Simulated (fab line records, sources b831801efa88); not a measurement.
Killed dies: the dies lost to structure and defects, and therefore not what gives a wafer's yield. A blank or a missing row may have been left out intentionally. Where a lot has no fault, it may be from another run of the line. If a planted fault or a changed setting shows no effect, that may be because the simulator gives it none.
Split-lot trial :: flow sfq_line :: route with 325 steps; 5 lots, 27 wafers read

ABOUT THE SPLIT
At SFQ_TRILAYER_L0_ETCH_METAL_ETCH_008 (etches MoNx KI in SF6/O2, stops on SiO2, target depth 50 nm, time 25 s), the setting time_s was moved away from the recipe's 25 s on 6 of the 27 wafers read, by -39.0% to -26.3%. This setting was run at the recipe's value on the other wafers.

The reading comes from the split's own step.

THE READING
oes_product_au, in a.u., at SFQ_TRILAYER_L0_ETCH_METAL_ETCH_008 (etches MoNx KI in SF6/O2, stops on SiO2, target depth 50 nm, time 25 s). A value of 0.846 a.u. with a standard deviation of 0.0067 a.u. is what fault-free wafers of this fab line usually give.

wafer: L074.1
tool, chamber at the split: rie_metal-01, 0
time_s as run, s: 18.42
against the recipe: -26.3%
oes_product_au, a.u.: 0.981
against lot-mates on the recipe: +0.132

wafer: L074.2
tool, chamber at the split: rie_metal-01, 1
time_s as run, s: 25
against the recipe: recipe
oes_product_au, a.u.: 0.852
against lot-mates on the recipe: -

wafer: L074.3
tool, chamber at the split: rie_metal-01, 1
time_s as run, s: 18.42
against the recipe: -26.3%
oes_product_au, a.u.: 1.003
against lot-mates on the recipe: +0.154

wafer: L074.4
tool, chamber at the split: rie_metal-01, 0
time_s as run, s: 18.42
against the recipe: -26.3%
oes_product_au, a.u.: 0.990
against lot-mates on the recipe: +0.141

wafer: L074.5
tool, chamber at the split: rie_metal-01, 0
time_s as run, s: 25
against the recipe: recipe
oes_product_au, a.u.: 0.849
against lot-mates on the recipe: -

wafer: L074.6
tool, chamber at the split: rie_metal-01, 1
time_s as run, s: 25
against the recipe: recipe
oes_product_au, a.u.: 0.845
against lot-mates on the recipe: -

wafer: L075.1
tool, chamber at the split: rie_metal-01, 0
time_s as run, s: 25
against the recipe: recipe
oes_product_au, a.u.: 0.837
against lot-mates on the recipe: -

wafer: L075.2
tool, chamber at the split: rie_metal-01, 1
time_s as run, s: 25
against the recipe: recipe
oes_product_au, a.u.: 0.825
against lot-mates on the recipe: -

wafer: L075.3
tool, chamber at the split: rie_metal-01, 0
time_s as run, s: 25
against the recipe: recipe
oes_product_au, a.u.: 0.846
against lot-mates on the recipe: -

wafer: L075.4
tool, chamber at the split: rie_metal-01, 1
time_s as run, s: 25
against the recipe: recipe
oes_product_au, a.u.: 0.849
against lot-mates on the recipe: -

wafer: L075.5
tool, chamber at the split: rie_metal-01, 1
time_s as run, s: 25
against the recipe: recipe
oes_product_au, a.u.: 0.848
against lot-mates on the recipe: -

wafer: L075.6
tool, chamber at the split: rie_metal-01, 0
time_s as run, s: 25
against the recipe: recipe
oes_product_au, a.u.: 0.840
against lot-mates on the recipe: -

wafer: L081.3
tool, chamber at the split: rie_metal-02, 0
time_s as run, s: 25
against the recipe: recipe
oes_product_au, a.u.: 0.843
against lot-mates on the recipe: -

wafer: L081.4
tool, chamber at the split: rie_metal-02, 1
time_s as run, s: 25
against the recipe: recipe
oes_product_au, a.u.: 0.835
against lot-mates on the recipe: -

wafer: L081.5
tool, chamber at the split: rie_metal-02, 1
time_s as run, s: 25
against the recipe: recipe
oes_product_au, a.u.: 0.841
against lot-mates on the recipe: -

wafer: L083.1
tool, chamber at the split: rie_metal-02, 0
time_s as run, s: 25
against the recipe: recipe
oes_product_au, a.u.: 0.844
against lot-mates on the recipe: -

wafer: L083.2
tool, chamber at the split: rie_metal-02, 1
time_s as run, s: 15.25
against the recipe: -39.0%
oes_product_au, a.u.: 0.992
against lot-mates on the recipe: +0.141

wafer: L083.3
tool, chamber at the split: rie_metal-02, 0
time_s as run, s: 25
against the recipe: recipe
oes_product_au, a.u.: 0.859
against lot-mates on the recipe: -

wafer: L083.4
tool, chamber at the split: rie_metal-02, 1
time_s as run, s: 15.25
against the recipe: -39.0%
oes_product_au, a.u.: 0.997
against lot-mates on the recipe: +0.146

wafer: L083.5
tool, chamber at the split: rie_metal-02, 1
time_s as run, s: 25
against the recipe: recipe
oes_product_au, a.u.: 0.851
against lot-mates on the recipe: -

wafer: L083.6
tool, chamber at the split: rie_metal-02, 0
time_s as run, s: 15.25
against the recipe: -39.0%
oes_product_au, a.u.: 1.003
against lot-mates on the recipe: +0.152

wafer: L084.1
tool, chamber at the split: rie_metal-03, 1
time_s as run, s: 25
against the recipe: recipe
oes_product_au, a.u.: 0.861
against lot-mates on the recipe: -

wafer: L084.2
tool, chamber at the split: rie_metal-03, 0
time_s as run, s: 25
against the recipe: recipe
oes_product_au, a.u.: 0.853
against lot-mates on the recipe: -

wafer: L084.3
tool, chamber at the split: rie_metal-03, 1
time_s as run, s: 25
against the recipe: recipe
oes_product_au, a.u.: 0.838
against lot-mates on the recipe: -

wafer: L084.4
tool, chamber at the split: rie_metal-03, 0
time_s as run, s: 25
against the recipe: recipe
oes_product_au, a.u.: 0.852
against lot-mates on the recipe: -

wafer: L084.5
tool, chamber at the split: rie_metal-03, 1
time_s as run, s: 25
against the recipe: recipe
oes_product_au, a.u.: 0.851
against lot-mates on the recipe: -

wafer: L084.6
tool, chamber at the split: rie_metal-03, 0
time_s as run, s: 25
against the recipe: recipe
oes_product_au, a.u.: 0.845
against lot-mates on the recipe: -

THE FIT
A straight line over all 27 wafers: oes_product_au changes by -0.00436 a.u. for each +1% of time_s; r = -0.97; the points scatter about the line by 0.015 a.u.
The same after taking each lot's own level away (the mean of its wafers on the recipe; 27 wafers): -0.00423 a.u. for each +1%; r = -0.97; scatter 0.014 a.u.
On that fit, the largest move of time_s shifts the reading by 0.16 a.u.
Across the lots, their own levels run from 0.8397 to 0.8513 a.u., a range of 1.7 times the standard deviation given above.
The two slopes agree, so the slope changes little with the lot-to-lot level.
Check: with one of the wafers moved furthest among these (-39.0%) left out of the fit, the line predicts +0.174 a.u. for it against its lot-mates. Against them it came out at +0.141 a.u.
Tool readings at the split's step, against how far the setting was moved: oes_product_au r = -0.97.

FURTHER SPLITS ON THESE WAFERS
Before the reading, these wafers also passed through other splits. Each is held against what the fit with the lots' levels taken away leaves over:
other split on the same wafers: SFQ_TRILAYER_INCOMING_OXIDATION_002 ox_time_s
wafers away from the commonest value: 21
r with oes_product_au (lot level and that fit taken away): -0.41

THE WHOLE CHAIN: every reading that the file lists as answering this split, in the file's order
step: SFQ_TRILAYER_L0_ETCH_METAL_ETCH_008
what it does: etches MoNx KI in SF6/O2, stops on SiO2, target depth 50 nm, time 25 s
reading: oes_product_au
change (the file's fit): -0.00427 a.u. for each +1% of the setting
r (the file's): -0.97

step: SFQ_TRILAYER_L0_ETCH_METAL_ETCH_008
what it does: etches MoNx KI in SF6/O2, stops on SiO2, target depth 50 nm, time 25 s
reading: KrF_of_TRILAYER_L0_LITHO_COAT_005.thk_nm (the simulator's own value, which no gauge read)
change (the file's fit): -0.438 nm for each +1% of the setting
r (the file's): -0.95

step: SFQ_TRILAYER_L0_ETCH_METAL_ETCH_008
what it does: etches MoNx KI in SF6/O2, stops on SiO2, target depth 50 nm, time 25 s
reading: L0.feature_depth_nm (the simulator's own value, which no gauge read)
change (the file's fit): +0.149 nm for each +1% of the setting
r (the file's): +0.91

step: SFQ_TRILAYER_L0_ETCH_METAL_ETCH_008
what it does: etches MoNx KI in SF6/O2, stops on SiO2, target depth 50 nm, time 25 s
reading: etch.depth_nm (the simulator's own value, which no gauge read)
change (the file's fit): +0.161 nm for each +1% of the setting
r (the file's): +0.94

THE FILE'S OWN FIT
oes_product_au changes by -0.00427 a.u. for each +1% of time_s, r = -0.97.
